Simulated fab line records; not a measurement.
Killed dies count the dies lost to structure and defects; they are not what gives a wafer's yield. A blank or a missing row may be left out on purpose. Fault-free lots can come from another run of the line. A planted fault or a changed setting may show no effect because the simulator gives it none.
Which of the tools did it? | flow sky130 | 24 lots with 72 wafers sampled at 6 steps, on a route of 708 steps

WHAT EACH GAUGE READ, for each wafer
The record lacks any reading of a measuring or inspecting step that a usual standard deviation could be used to judge.

TOOL THAT RAN EACH LOT (tool first, then ch and the chambers of the sampled wafers, then the start)
lot  | SKY_FIELD_ISO_STRIP_16             | SKY_NWELL_STRIP_14                  | SKY_NWELL_STRIP_25                  | SKY_LI_CONTACT_CMP_24         | SKY_LOCAL_INTERCONNECT_STRIP_15     | SKY_METAL1_SPUTTER_01
L074 | plasmaAsher-01 ch 0,1, day 2 07:05 | plasmaAsher-02 ch 0,1, day 4 14:27  | plasmaAsher-03 ch 0,1, day 5 08:46  | cmp-02 ch 0,1,3, day 29 07:56 | plasmaAsher-01 ch 0,1, day 30 13:10 | pvdSputter-01, day 31 19:52
L075 | plasmaAsher-01 ch 0,1, day 2 12:17 | plasmaAsher-01 ch 0,1, day 4 22:30  | plasmaAsher-03 ch 0,1, day 5 16:46  | cmp-01 ch 0,1, day 29 19:13   | plasmaAsher-01 ch 0,1, day 30 23:26 | pvdSputter-04, day 32 06:41
L076 | plasmaAsher-01 ch 0,1, day 2 16:49 | plasmaAsher-03 ch 0,1, day 5 04:14  | plasmaAsher-01 ch 0,1, day 5 23:05  | cmp-02 ch 0,1,2, day 30 13:21 | plasmaAsher-03 ch 0,1, day 31 17:17 | pvdSputter-02, day 32 23:13
L077 | plasmaAsher-02 ch 0,1, day 2 20:47 | plasmaAsher-03 ch 0,1, day 5 10:37  | plasmaAsher-02 ch 0,1, day 6 05:41  | cmp-01 ch 0,3, day 30 18:53   | plasmaAsher-01 ch 0, day 31 23:38   | pvdSputter-04, day 33 05:37
L078 | plasmaAsher-01 ch 0,1, day 3 02:20 | plasmaAsher-03 ch 0,1, day 5 13:21  | plasmaAsher-02 ch 0,1, day 6 08:30  | cmp-02 ch 0,1,2, day 30 22:29 | plasmaAsher-02 ch 0,1, day 32 02:40 | pvdSputter-01, day 33 08:21
L079 | plasmaAsher-04 ch 0,1, day 3 06:44 | plasmaAsher-03 ch 0,1, day 5 20:07  | plasmaAsher-02 ch 0,1, day 6 15:14  | cmp-01 ch 0,3, day 31 06:04   | plasmaAsher-01 ch 0,1, day 32 10:16 | pvdSputter-01, day 33 15:24
L080 | plasmaAsher-01 ch 0,1, day 3 12:29 | plasmaAsher-02 ch 0,1, day 6 00:41  | plasmaAsher-03 ch 0,1, day 6 19:51  | cmp-01 ch 0,3, day 31 15:13   | plasmaAsher-03 ch 0,1, day 32 19:23 | pvdSputter-04, day 34 01:09
L081 | plasmaAsher-02 ch 0, day 3 16:34   | plasmaAsher-03 ch 0,1, day 6 05:48  | plasmaAsher-03 ch 0,1, day 7 01:08  | cmp-02 ch 0,2,3, day 31 18:12 | plasmaAsher-03 ch 0,1, day 32 22:30 | pvdSputter-02, day 34 04:08
L082 | plasmaAsher-04 ch 1, day 4 00:59   | plasmaAsher-01 ch 0,1, day 6 17:38  | plasmaAsher-03 ch 0,1, day 7 13:29  | cmp-02 ch 0,1,2, day 32 16:35 | plasmaAsher-03 ch 0,1, day 33 20:08 | pvdSputter-02, day 35 01:53
L083 | plasmaAsher-02 ch 0,1, day 4 04:01 | plasmaAsher-02 ch 0,1, day 6 20:11  | plasmaAsher-03 ch 0,1, day 7 16:02  | cmp-02 ch 2,3, day 32 15:49   | plasmaAsher-01 ch 0,1, day 33 19:34 | pvdSputter-01, day 35 00:59
L084 | plasmaAsher-04 ch 0,1, day 4 08:45 | plasmaAsher-02 ch 0,1, day 7 03:04  | plasmaAsher-02 ch 0,1, day 7 23:38  | cmp-02 ch 0,1,2, day 32 23:58 | plasmaAsher-02 ch 0,1, day 34 03:37 | pvdSputter-04, day 35 09:27
L085 | plasmaAsher-04 ch 0,1, day 4 14:37 | plasmaAsher-01 ch 0,1, day 7 07:25  | plasmaAsher-01 ch 0,1, day 8 03:47  | cmp-01 ch 0,1, day 33 08:30   | plasmaAsher-03 ch 0,1, day 34 11:59 | pvdSputter-01, day 35 16:52
L086 | plasmaAsher-02 ch 0,1, day 4 19:52 | plasmaAsher-02 ch 0,1, day 7 13:29  | plasmaAsher-01 ch 0,1, day 8 10:41  | cmp-02 ch 2,3, day 34 02:49   | plasmaAsher-01 ch 0,1, day 35 06:54 | pvdSputter-02, day 36 12:02
L087 | plasmaAsher-01 ch 0,1, day 5 03:29 | plasmaAsher-02 ch 0, day 7 21:11    | plasmaAsher-02 ch 0,1, day 8 18:47  | cmp-02 ch 0,2, day 34 04:55   | plasmaAsher-02 ch 1, day 35 08:38   | pvdSputter-01, day 36 13:34
L088 | plasmaAsher-04 ch 0,1, day 5 07:04 | plasmaAsher-02 ch 0,1, day 8 02:37  | plasmaAsher-02 ch 0,1, day 8 23:51  | cmp-02 ch 0,1,2, day 34 06:16 | plasmaAsher-02 ch 0,1, day 35 09:49 | pvdSputter-04, day 36 15:00
L089 | plasmaAsher-02 ch 0,1, day 5 12:47 | plasmaAsher-03 ch 0,1, day 8 08:25  | plasmaAsher-03 ch 0,1, day 9 06:23  | cmp-02 ch 1,2,3, day 34 08:21 | plasmaAsher-03 ch 0,1, day 35 11:56 | pvdSputter-02, day 36 17:34
L090 | plasmaAsher-02 ch 0,1, day 5 17:19 | plasmaAsher-03 ch 0,1, day 8 11:52  | plasmaAsher-02 ch 0,1, day 9 09:21  | cmp-02 ch 1,2,3, day 34 22:09 | plasmaAsher-02 ch 0,1, day 36 01:40 | pvdSputter-02, day 37 06:50
L091 | plasmaAsher-04 ch 0,1, day 5 21:19 | plasmaAsher-02 ch 0,1, day 8 16:14  | plasmaAsher-02 ch 0,1, day 9 13:50  | cmp-01 ch 0,1, day 34 23:04   | plasmaAsher-01 ch 0,1, day 36 02:59 | pvdSputter-01, day 37 08:11
L092 | plasmaAsher-01 ch 0,1, day 6 04:00 | plasmaAsher-03 ch 0,1, day 8 23:21  | plasmaAsher-01 ch 0,1, day 9 22:06  | cmp-01 ch 0,1,3, day 35 03:10 | plasmaAsher-01 ch 0,1, day 36 06:36 | pvdSputter-02, day 37 11:25
L093 | plasmaAsher-02 ch 0, day 6 07:40   | plasmaAsher-02 ch 0,1, day 9 07:01  | plasmaAsher-03 ch 0,1, day 10 06:05 | cmp-02 ch 0,1,3, day 35 18:38 | plasmaAsher-03 ch 0,1, day 36 20:56 | pvdSputter-01, day 38 01:44
L094 | plasmaAsher-02 ch 0,1, day 6 13:08 | plasmaAsher-03 ch 0,1, day 9 13:29  | plasmaAsher-03 ch 0,1, day 10 12:42 | cmp-01 ch 1,2,3, day 36 01:13 | plasmaAsher-03 ch 0,1, day 37 03:38 | pvdSputter-04, day 38 08:56
L095 | plasmaAsher-04 ch 0,1, day 6 18:53 | plasmaAsher-02 ch 0,1, day 10 00:33 | plasmaAsher-03 ch 0,1, day 10 23:27 | cmp-01 ch 2,3, day 36 13:22   | plasmaAsher-03 ch 0, day 37 16:29   | pvdSputter-04, day 38 21:29
L096 | plasmaAsher-02 ch 0,1, day 6 23:46 | plasmaAsher-03 ch 0,1, day 10 06:46 | plasmaAsher-01 ch 0,1, day 11 07:06 | cmp-02 ch 0,2,3, day 36 19:11 | plasmaAsher-02 ch 0,1, day 37 22:13 | pvdSputter-01, day 39 03:01
L097 | plasmaAsher-04 ch 0,1, day 7 04:13 | plasmaAsher-02 ch 0,1, day 10 09:36 | plasmaAsher-03 ch 0,1, day 11 10:01 | cmp-01 ch 1,2, day 36 21:54   | plasmaAsher-03 ch 1, day 38 01:05   | pvdSputter-02, day 39 05:10
- SKY_FIELD_ISO_STRIP_16: strips in O2/N2.
- SKY_NWELL_STRIP_14: strips in O2/N2.
- SKY_NWELL_STRIP_25: strips in O2/N2.
- SKY_LI_CONTACT_CMP_24: polishes, stops on PSG, t overpolish 20 s, target thk 0 nm.
- SKY_LOCAL_INTERCONNECT_STRIP_15: strips in O2/N2.
- SKY_METAL1_SPUTTER_01: material TiN, target thk 20 nm, time 16.7 s.

AS READ BY THE TOOLS THEMSELVES (means over the sampled wafers that have a number; for cases with no such wafer, the mark the record gives instead)
SKY_FIELD_ISO_STRIP_16. Usual: drypumpMotorCurrentA 5.59 A, standard deviation 0.29; oesProductAu 0.379 a.u., standard deviation 0.0043; stripTimeToEndpointS 3.569 s, standard deviation 0.028.
lot  | tool           | drypumpMotorCurrentA (A) | oesProductAu (a.u.) | stripTimeToEndpointS (s) | flag
L074 | plasmaAsher-01 | 5.67                     | 0.375               | 3.568                    | 
L075 | plasmaAsher-01 | 5.67                     | 0.379               | 3.536                    | 
L076 | plasmaAsher-01 | 5.57                     | 0.383               | 3.631                    | 
L077 | plasmaAsher-02 | 5.68                     | 0.383               | 3.605                    | 
L078 | plasmaAsher-01 | 5.66                     | 0.381               | 3.569                    | 
L079 | plasmaAsher-04 | 5.53                     | 0.377               | 3.574                    | 
L080 | plasmaAsher-01 | 5.55                     | 0.380               | 3.582                    | 
L081 | plasmaAsher-02 | 5.18                     | 0.384               | 3.573                    | 
L082 | plasmaAsher-04 | 5.88                     | 0.373               | 3.575                    | 
L083 | plasmaAsher-02 | 5.66                     | 0.381               | 3.506                    | 
L084 | plasmaAsher-04 | 5.71                     | 0.374               | 3.566                    | 
L085 | plasmaAsher-04 | 5.72                     | 0.382               | 3.579                    | 
L086 | plasmaAsher-02 | 5.44                     | 0.375               | 3.568                    | 
L087 | plasmaAsher-01 | 5.65                     | 0.375               | 3.592                    | 
L088 | plasmaAsher-04 | 5.73                     | 0.381               | 3.567                    | 
L089 | plasmaAsher-02 | 5.70                     | 0.377               | 3.578                    | 
L090 | plasmaAsher-02 | 5.45                     | 0.376               | 3.555                    | 
L091 | plasmaAsher-04 | 5.72                     | 0.380               | 3.547                    | 
L092 | plasmaAsher-01 | 5.65                     | 0.381               | 3.597                    | 
L093 | plasmaAsher-02 | 5.19                     | 0.376               | 3.557                    | 
L094 | plasmaAsher-02 | 5.67                     | 0.378               | 3.556                    | 
L095 | plasmaAsher-04 | 5.53                     | 0.378               | 3.543                    | 
L096 | plasmaAsher-02 | 5.67                     | 0.380               | 3.546                    | 
L097 | plasmaAsher-04 | 5.54                     | 0.383               | 3.615                    | 

SKY_NWELL_STRIP_14. Usual: drypumpMotorCurrentA 5.9 A, standard deviation 0.53; oesProductAu 0.722 a.u., standard deviation 0.0042; stripTimeToEndpointS 36.95 s, standard deviation 0.12.
lot  | tool           | drypumpMotorCurrentA (A) | oesProductAu (a.u.) | stripTimeToEndpointS (s) | flag
L074 | plasmaAsher-02 | 5.7                      | 0.722               | 36.78                    | 
L075 | plasmaAsher-01 | 5.7                      | 0.722               | 36.99                    | 
L076 | plasmaAsher-03 | 6.4                      | 0.726               | 36.95                    | 
L077 | plasmaAsher-03 | 6.1                      | 0.729               | 37.09                    | 
L078 | plasmaAsher-03 | 6.1                      | 0.725               | 36.97                    | 
L079 | plasmaAsher-03 | 6.1                      | 0.725               | 37.12                    | 
L080 | plasmaAsher-02 | 5.7                      | 0.723               | 37.10                    | 
L081 | plasmaAsher-03 | 6.1                      | 0.720               | 37.06                    | 
L082 | plasmaAsher-01 | 5.7                      | 0.721               | 37.06                    | 
L083 | plasmaAsher-02 | 5.4                      | 0.721               | 36.87                    | 
L084 | plasmaAsher-02 | 5.4                      | 0.725               | 36.92                    | 
L085 | plasmaAsher-01 | 5.6                      | 0.717               | 36.89                    | 
L086 | plasmaAsher-02 | 5.7                      | 0.723               | 36.85                    | 
L087 | plasmaAsher-02 | 5.2                      | 0.726               | 36.84                    | 
L088 | plasmaAsher-02 | 5.7                      | 0.719               | 37.08                    | 
L089 | plasmaAsher-03 | 6.4                      | 0.728               | 36.91                    | 
L090 | plasmaAsher-03 | 6.4                      | 0.723               | 36.97                    | 
L091 | plasmaAsher-02 | 5.7                      | 0.722               | 36.83                    | 
L092 | plasmaAsher-03 | 6.1                      | 0.723               | 36.86                    | 
L093 | plasmaAsher-02 | 5.7                      | 0.722               | 36.82                    | 
L094 | plasmaAsher-03 | 6.1                      | 0.720               | 36.86                    | 
L095 | plasmaAsher-02 | 5.7                      | 0.720               | 36.90                    | 
L096 | plasmaAsher-03 | 6.5                      | 0.726               | 37.13                    | 
L097 | plasmaAsher-02 | 5.7                      | 0.724               | 37.01                    | 

SKY_NWELL_STRIP_25. Usual: drypumpMotorCurrentA 5.9 A, standard deviation 0.52; oesProductAu 0.722 a.u., standard deviation 0.0045; stripTimeToEndpointS 36.59 s, standard deviation 0.089.
lot  | tool           | drypumpMotorCurrentA (A) | oesProductAu (a.u.) | stripTimeToEndpointS (s) | flag
L074 | plasmaAsher-03 | 6.4                      | 0.726               | 36.65                    | 
L075 | plasmaAsher-03 | 6.4                      | 0.723               | 36.66                    | 
L076 | plasmaAsher-01 | 5.7                      | 0.725               | 36.55                    | 
L077 | plasmaAsher-02 | 5.4                      | 0.725               | 36.71                    | 
L078 | plasmaAsher-02 | 5.7                      | 0.720               | 36.60                    | 
L079 | plasmaAsher-02 | 5.4                      | 0.727               | 36.54                    | 
L080 | plasmaAsher-03 | 6.4                      | 0.719               | 36.74                    | 
L081 | plasmaAsher-03 | 6.1                      | 0.725               | 36.40                    | 
L082 | plasmaAsher-03 | 6.5                      | 0.727               | 36.60                    | 
L083 | plasmaAsher-03 | 6.4                      | 0.725               | 36.59                    | 
L084 | plasmaAsher-02 | 5.4                      | 0.724               | 36.58                    | 
L085 | plasmaAsher-01 | 5.7                      | 0.720               | 36.52                    | 
L086 | plasmaAsher-01 | 5.6                      | 0.722               | 36.55                    | 
L087 | plasmaAsher-02 | 5.7                      | 0.726               | 36.59                    | 
L088 | plasmaAsher-02 | 5.4                      | 0.723               | 36.55                    | 
L089 | plasmaAsher-03 | 6.4                      | 0.720               | 36.57                    | 
L090 | plasmaAsher-02 | 5.7                      | 0.721               | 36.64                    | 
L091 | plasmaAsher-02 | 5.7                      | 0.723               | 36.66                    | 
L092 | plasmaAsher-01 | 5.6                      | 0.721               | 36.64                    | 
L093 | plasmaAsher-03 | 6.4                      | 0.719               | 36.45                    | 
L094 | plasmaAsher-03 | 6.4                      | 0.723               | 36.59                    | 
L095 | plasmaAsher-03 | 6.4                      | 0.720               | 36.58                    | 
L096 | plasmaAsher-01 | 5.6                      | 0.724               | 36.56                    | 
L097 | plasmaAsher-03 | 6.4                      | 0.725               | 36.69                    | 

SKY_LI_CONTACT_CMP_24. Usual: motorCurrentA 10.9 A, standard deviation 0.77; overpolishRunS 20.000 s, standard deviation 0.0087; timeToEndpointS 99 s, standard deviation 3.1.
lot  | tool   | motorCurrentA (A) | overpolishRunS (s) | timeToEndpointS (s) | flag
L074 | cmp-02 | 10.3              | 19.994             | 101                 | 
L075 | cmp-01 | 11.2              | 19.993             | 100                 | 
L076 | cmp-02 | 11.0              | 19.995             | 99                  | 
L077 | cmp-01 | 11.0              | 20.008             | 100                 | 
L078 | cmp-02 | 11.3              | 20.002             | 103                 | 
L079 | cmp-01 | 11.4              | 20.006             | 99                  | 
L080 | cmp-01 | 11.0              | 20.003             | 99                  | 
L081 | cmp-02 | 10.9              | 20.004             | 101                 | 
L082 | cmp-02 | 11.2              | 19.999             | 100                 | 
L083 | cmp-02 | 11.3              | 19.993             | 99                  | 
L084 | cmp-02 | 11.4              | 19.996             | 103                 | 
L085 | cmp-01 | 11.1              | 20.004             | 97                  | 
L086 | cmp-02 | 10.4              | 20.003             | 96                  | 
L087 | cmp-02 | 11.3              | 20.001             | 104                 | 
L088 | cmp-02 | 11.2              | 20.000             | 101                 | 
L089 | cmp-02 | 10.8              | 20.002             | 101                 | 
L090 | cmp-02 | 10.8              | 19.993             | 99                  | 
L091 | cmp-01 | 11.3              | 19.993             | 98                  | 
L092 | cmp-01 | 11.3              | 20.000             | 98                  | 
L093 | cmp-02 | 10.6              | 20.006             | 100                 | 
L094 | cmp-01 | 11.1              | 20.006             | 100                 | 
L095 | cmp-01 | 11.1              | 19.995             | 97                  | 
L096 | cmp-02 | 10.7              | 19.989             | 100                 | 
L097 | cmp-01 | 11.3              | 20.007             | 94                  | 

SKY_LOCAL_INTERCONNECT_STRIP_15. Usual: drypumpMotorCurrentA 5.9 A, standard deviation 0.5; oesProductAu 0.426 a.u., standard deviation 0.0044; stripTimeToEndpointS 4.719 s, standard deviation 0.022.
lot  | tool           | drypumpMotorCurrentA (A) | oesProductAu (a.u.) | stripTimeToEndpointS (s) | flag
L074 | plasmaAsher-01 | 5.7                      | 0.427               | 4.724                    | 
L075 | plasmaAsher-01 | 5.5                      | 0.423               | 4.711                    | 
L076 | plasmaAsher-03 | 6.4                      | 0.429               | 4.754                    | 
L077 | plasmaAsher-01 | 5.5                      | 0.423               | 4.733                    | 
L078 | plasmaAsher-02 | 5.7                      | 0.423               | 4.700                    | 
L079 | plasmaAsher-01 | 5.6                      | 0.423               | 4.713                    | 
L080 | plasmaAsher-03 | 6.1                      | 0.423               | 4.715                    | 
L081 | plasmaAsher-03 | 6.1                      | 0.426               | 4.753                    | 
L082 | plasmaAsher-03 | 6.1                      | 0.423               | 4.710                    | 
L083 | plasmaAsher-01 | 5.7                      | 0.429               | 4.723                    | 
L084 | plasmaAsher-02 | 5.4                      | 0.421               | 4.697                    | 
L085 | plasmaAsher-03 | 6.1                      | 0.431               | 4.723                    | 
L086 | plasmaAsher-01 | 5.6                      | 0.428               | 4.716                    | 
L087 | plasmaAsher-02 | 5.9                      | 0.428               | 4.711                    | 
L088 | plasmaAsher-02 | 5.7                      | 0.426               | 4.705                    | 
L089 | plasmaAsher-03 | 6.1                      | 0.424               | 4.748                    | 
L090 | plasmaAsher-02 | 5.4                      | 0.433               | 4.728                    | 
L091 | plasmaAsher-01 | 5.6                      | 0.423               | 4.693                    | 
L092 | plasmaAsher-01 | 5.6                      | 0.432               | 4.701                    | 
L093 | plasmaAsher-03 | 6.1                      | 0.424               | 4.704                    | 
L094 | plasmaAsher-03 | 6.2                      | 0.426               | 4.683                    | 
L095 | plasmaAsher-03 | 6.8                      | 0.427               | 4.744                    | 
L096 | plasmaAsher-02 | 5.7                      | 0.425               | 4.753                    | 
L097 | plasmaAsher-03 | 5.8                      | 0.429               | 4.755                    | 

SKY_METAL1_SPUTTER_01. Usual: cathodeDcPowerW 6500.0 W, standard deviation 1.2; chamberPressurePa 0.4000 Pa, standard deviation 0.00087; throttleValvePct 30.3 %, standard deviation 0.91.
lot  | tool          | cathodeDcPowerW (W) | chamberPressurePa (Pa) | throttleValvePct (%) | flag
L074 | pvdSputter-01 | 6499.4              | 0.4005                 | 30.6                 | 
L075 | pvdSputter-04 | 6498.9              | 0.4007                 | 29.2                 | 
L076 | pvdSputter-02 | 6500.7              | 0.3996                 | 30.4                 | 
L077 | pvdSputter-04 | 6499.8              | 0.4001                 | 30.1                 | 
L078 | pvdSputter-01 | 6501.0              | 0.4002                 | 29.5                 | 
L079 | pvdSputter-01 | 6499.7              | 0.4005                 | 30.1                 | 
L080 | pvdSputter-04 | 6499.9              | 0.4004                 | 29.5                 | 
L081 | pvdSputter-02 | 6498.7              | 0.4005                 | 30.9                 | 
L082 | pvdSputter-02 | 6500.8              | 0.3995                 | 31.0                 | 
L083 | pvdSputter-01 | 6500.2              | 0.4000                 | 30.3                 | 
L084 | pvdSputter-04 | 6499.7              | 0.3995                 | 29.3                 | 
L085 | pvdSputter-01 | 6499.9              | 0.3997                 | 29.5                 | 
L086 | pvdSputter-02 | 6502.1              | 0.4000                 | 31.1                 | 
L087 | pvdSputter-01 | 6500.2              | 0.4000                 | 30.4                 | 
L088 | pvdSputter-04 | 6500.5              | 0.3997                 | 30.1                 | 
L089 | pvdSputter-02 | 6501.0              | 0.3996                 | 29.8                 | 
L090 | pvdSputter-02 | 6499.6              | 0.4007                 | 30.3                 | 
L091 | pvdSputter-01 | 6500.0              | 0.4002                 | 29.7                 | 
L092 | pvdSputter-02 | 6500.4              | 0.3997                 | 30.6                 | 
L093 | pvdSputter-01 | 6500.0              | 0.4001                 | 29.4                 | 
L094 | pvdSputter-04 | 6501.2              | 0.4003                 | 31.0                 | 
L095 | pvdSputter-04 | 6498.6              | 0.3999                 | 30.3                 | 
L096 | pvdSputter-01 | 6499.7              | 0.3990                 | 29.6                 | 
L097 | pvdSputter-02 | 6500.2              | 0.4004                 | 31.0                 | 

THE ANSWER, worked out from the rows above alone
Rule: a lot is off if the mean of its wafers that have a number lies more than 3 standard deviations from the usual mean. Also off: a lot with no number at a reading for which 4 or more lots have one. All remaining lots with rows at the step are treated as sound. The gauges are gone through in route order, then the tools' own readings, and for those a lot's mean is taken as printed above. At the first step where some lot is off, the reading lying furthest off is the one used; lots without a number count as furthest.
No lot is off on any of the readings shown, so nothing can be concluded from this.

WHAT THE SIMULATOR HAD PUT IN
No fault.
